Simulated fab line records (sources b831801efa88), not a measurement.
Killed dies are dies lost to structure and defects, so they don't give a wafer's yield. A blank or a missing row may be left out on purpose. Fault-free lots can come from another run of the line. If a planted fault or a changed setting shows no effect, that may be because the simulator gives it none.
Which of the tools did it? :: flow sky130 :: 14 lots, 42 wafers sampled, at 3 steps of a route of 708

== WHAT THE GAUGES READ, wafer by wafer ==
SKY_SD_N_CD_MEAS_07: target cd 380 nm.
lot: L578
measured: day 28 16:14
on: cd-sem-02
cd-nm (nm): 376.1 376.6 375.7

lot: L579
measured: day 29 20:16
on: cd-sem-01
cd-nm (nm): 376.5 377.0 374.4

lot: L580
measured: day 29 20:45
on: cd-sem-01
cd-nm (nm): 380.8 380.5 381.7

lot: L587
measured: day 31 20:34
on: cd-sem-02
cd-nm (nm): 435.3 431.5 435.6

lot: L588
measured: day 32 04:52
on: cd-sem-01
cd-nm (nm): 432.7 435.7 432.1

lot: L590
measured: day 32 13:41
on: cd-sem-01
cd-nm (nm): 385.6 384.6 386.6

lot: L591
measured: day 33 00:59
on: cd-sem-02
cd-nm (nm): 378.8 379.6 379.6

lot: L592
measured: day 33 07:32
on: cd-sem-02
cd-nm (nm): 380.8 378.9 379.5

lot: L593
measured: day 33 18:07
on: cd-sem-01
cd-nm (nm): 385.9 383.8 383.9

lot: L595
measured: day 33 21:49
on: cd-sem-01
cd-nm (nm): 383.1 384.3 382.6

lot: L596
measured: day 34 17:19
on: cd-sem-02
cd-nm (nm): 380.0 380.2 381.1

lot: L597
measured: day 35 02:56
on: cd-sem-01
cd-nm (nm): 379.8 379.7 381.0

lot: L598
measured: day 35 07:37
on: cd-sem-01
cd-nm (nm): 376.6 378.3 378.4

lot: L599
measured: day 35 17:45
on: cd-sem-02
cd-nm (nm): 381.5 379.1 377.5

== TOOL THAT RAN EACH LOT (tool first, then ch and the chambers of the sampled wafers, then the start) ==
lot: L578
SKY_LDD_HVP_STRIP_09: plasma-asher-02 ch 0,1, day 22 09:22
SKY_SD_N_COAT_02: litho-track-01 ch 0, day 28 01:25

lot: L579
SKY_LDD_HVP_STRIP_09: plasma-asher-03 ch 0,1, day 23 14:34
SKY_SD_N_COAT_02: litho-track-01 ch 0, day 29 05:40

lot: L580
SKY_LDD_HVP_STRIP_09: plasma-asher-03 ch 0,1, day 23 18:12
SKY_SD_N_COAT_02: litho-track-02 ch 0, day 29 05:58

lot: L587
SKY_LDD_HVP_STRIP_09: plasma-asher-02 ch 0,1, day 25 20:35
SKY_SD_N_COAT_02: litho-track-02 ch 0, day 31 07:13

lot: L588
SKY_LDD_HVP_STRIP_09: plasma-asher-02 ch 0,1, day 26 05:13
SKY_SD_N_COAT_02: litho-track-02 ch 0, day 31 15:07

lot: L590
SKY_LDD_HVP_STRIP_09: plasma-asher-02 ch 0,1, day 26 14:46
SKY_SD_N_COAT_02: litho-track-03 ch 0, day 31 23:47

lot: L591
SKY_LDD_HVP_STRIP_09: plasma-asher-02 ch 0,1, day 27 03:04
SKY_SD_N_COAT_02: litho-track-01 ch 0, day 32 11:37

lot: L592
SKY_LDD_HVP_STRIP_09: plasma-asher-01 ch 0,1, day 27 10:55
SKY_SD_N_COAT_02: litho-track-01 ch 0, day 32 18:07

lot: L593
SKY_LDD_HVP_STRIP_09: plasma-asher-02 ch 0,1, day 27 22:31
SKY_SD_N_COAT_02: litho-track-03 ch 0, day 33 04:20

lot: L595
SKY_LDD_HVP_STRIP_09: plasma-asher-02 ch 0,1, day 28 01:37
SKY_SD_N_COAT_02: litho-track-03 ch 0, day 33 08:49

lot: L596
SKY_LDD_HVP_STRIP_09: plasma-asher-01 ch 0,1, day 28 22:05
SKY_SD_N_COAT_02: litho-track-02 ch 0, day 34 03:07

lot: L597
SKY_LDD_HVP_STRIP_09: plasma-asher-01 ch 0,1, day 29 07:16
SKY_SD_N_COAT_02: litho-track-02 ch 0, day 34 13:47

lot: L598
SKY_LDD_HVP_STRIP_09: plasma-asher-03 ch 1, day 29 13:37
SKY_SD_N_COAT_02: litho-track-03 ch 0, day 34 18:38

lot: L599
SKY_LDD_HVP_STRIP_09: plasma-asher-01 ch 0,1, day 30 00:22
SKY_SD_N_COAT_02: litho-track-01 ch 0, day 35 04:18
- SKY_LDD_HVP_STRIP_09: strips in O2/N2.
- SKY_SD_N_COAT_02: resist thk 1140 nm.

== WHAT THE TOOLS THEMSELVES READ (means of the sampled wafers that have a number; where no wafer has one, the mark that the record gives instead) ==
SKY_LDD_HVP_STRIP_09.
lot: L578
tool: plasma-asher-02
chamber-pressure-mTorr (mTorr): 1500.2
drypump-motor-current-A (A): 6.1
oes-product-au (a.u.): 0.410
strip-time-to-endpoint-s (s): 4.129

lot: L579
tool: plasma-asher-03
chamber-pressure-mTorr (mTorr): 1499.4
drypump-motor-current-A (A): 5.4
oes-product-au (a.u.): 0.407
strip-time-to-endpoint-s (s): 4.114

lot: L580
tool: plasma-asher-03
chamber-pressure-mTorr (mTorr): 1499.8
drypump-motor-current-A (A): 5.5
oes-product-au (a.u.): 0.406
strip-time-to-endpoint-s (s): 4.117

lot: L587
tool: plasma-asher-02
chamber-pressure-mTorr (mTorr): 1500.0
drypump-motor-current-A (A): 5.8
oes-product-au (a.u.): 0.407
strip-time-to-endpoint-s (s): 4.137

lot: L588
tool: plasma-asher-02
chamber-pressure-mTorr (mTorr): 1499.0
drypump-motor-current-A (A): 5.8
oes-product-au (a.u.): 0.407
strip-time-to-endpoint-s (s): 4.103

lot: L590
tool: plasma-asher-02
chamber-pressure-mTorr (mTorr): 1499.3
drypump-motor-current-A (A): 5.8
oes-product-au (a.u.): 0.409
strip-time-to-endpoint-s (s): 4.117

lot: L591
tool: plasma-asher-02
chamber-pressure-mTorr (mTorr): 1498.9
drypump-motor-current-A (A): 6.1
oes-product-au (a.u.): 0.410
strip-time-to-endpoint-s (s): 4.125

lot: L592
tool: plasma-asher-01
chamber-pressure-mTorr (mTorr): 1500.1
drypump-motor-current-A (A): 5.1
oes-product-au (a.u.): 0.408
strip-time-to-endpoint-s (s): 4.108

lot: L593
tool: plasma-asher-02
chamber-pressure-mTorr (mTorr): 1499.2
drypump-motor-current-A (A): 5.8
oes-product-au (a.u.): 0.409
strip-time-to-endpoint-s (s): 4.112

lot: L595
tool: plasma-asher-02
chamber-pressure-mTorr (mTorr): 1501.7
drypump-motor-current-A (A): 6.1
oes-product-au (a.u.): 0.407
strip-time-to-endpoint-s (s): 4.128

lot: L596
tool: plasma-asher-01
chamber-pressure-mTorr (mTorr): 1499.4
drypump-motor-current-A (A): 5.0
oes-product-au (a.u.): 0.411
strip-time-to-endpoint-s (s): 4.094

lot: L597
tool: plasma-asher-01
chamber-pressure-mTorr (mTorr): 1501.4
drypump-motor-current-A (A): 4.9
oes-product-au (a.u.): 0.410
strip-time-to-endpoint-s (s): 4.125

lot: L598
tool: plasma-asher-03
chamber-pressure-mTorr (mTorr): 1499.7
drypump-motor-current-A (A): 5.4
oes-product-au (a.u.): 0.406
strip-time-to-endpoint-s (s): 4.131

lot: L599
tool: plasma-asher-01
chamber-pressure-mTorr (mTorr): 1500.9
drypump-motor-current-A (A): 5.0
oes-product-au (a.u.): 0.408
strip-time-to-endpoint-s (s): 4.135

SKY_SD_N_COAT_02.
lot: L578
tool: litho-track-01
chill-plate-temp-C (C): 23.13

lot: L579
tool: litho-track-01
chill-plate-temp-C (C): 23.02

lot: L580
tool: litho-track-02
chill-plate-temp-C (C): 22.98

lot: L587
tool: litho-track-02
chill-plate-temp-C (C): 22.97

lot: L588
tool: litho-track-02
chill-plate-temp-C (C): 22.92

lot: L590
tool: litho-track-03
chill-plate-temp-C (C): 23.13

lot: L591
tool: litho-track-01
chill-plate-temp-C (C): 22.87

lot: L592
tool: litho-track-01
chill-plate-temp-C (C): 22.97

lot: L593
tool: litho-track-03
chill-plate-temp-C (C): 23.02

lot: L595
tool: litho-track-03
chill-plate-temp-C (C): 23.06

lot: L596
tool: litho-track-02
chill-plate-temp-C (C): 22.96

lot: L597
tool: litho-track-02
chill-plate-temp-C (C): 22.81

lot: L598
tool: litho-track-03
chill-plate-temp-C (C): 23.09

lot: L599
tool: litho-track-01
chill-plate-temp-C (C): 23.08

== THE ANSWER, worked out from the rows above alone ==
Rule: the lots themselves supply what counts as usual. Put in order of their means at a reading, lots are off if they are a third of the lots or fewer, leave a main group of 4 or more, and stand apart from it by a gap of 3 or more times the standard deviation of the main group's means; of several such gaps the widest counts. Not used: any main group whose means are identical at the precision the tables above print for the reading. A lot without any number at a reading at which 4 lots or more have one is off too. The other lots that the step has rows for count as sound. Order of review: gauges by route order, followed by the tools' own readings, for which a lot's mean as printed above is used. The first step at which some lot is off is used, and at that step the reading that is off furthest; a lot without a number counts as furthest.
Off: L587, L588 (SKY_SD_N_CD_MEAS_07, cd-nm). The main group: mean 380.3 nm, standard deviation 2.9.
If a tool, at a process step before that reading, ran all the lots that are off and no sound lot after the first of them, it fits. The gauges at SKY_SD_N_CD_MEAS_07 are tried like those tools. Of those tried, none fits.

== WHAT THE SIMULATOR PUT IN ==
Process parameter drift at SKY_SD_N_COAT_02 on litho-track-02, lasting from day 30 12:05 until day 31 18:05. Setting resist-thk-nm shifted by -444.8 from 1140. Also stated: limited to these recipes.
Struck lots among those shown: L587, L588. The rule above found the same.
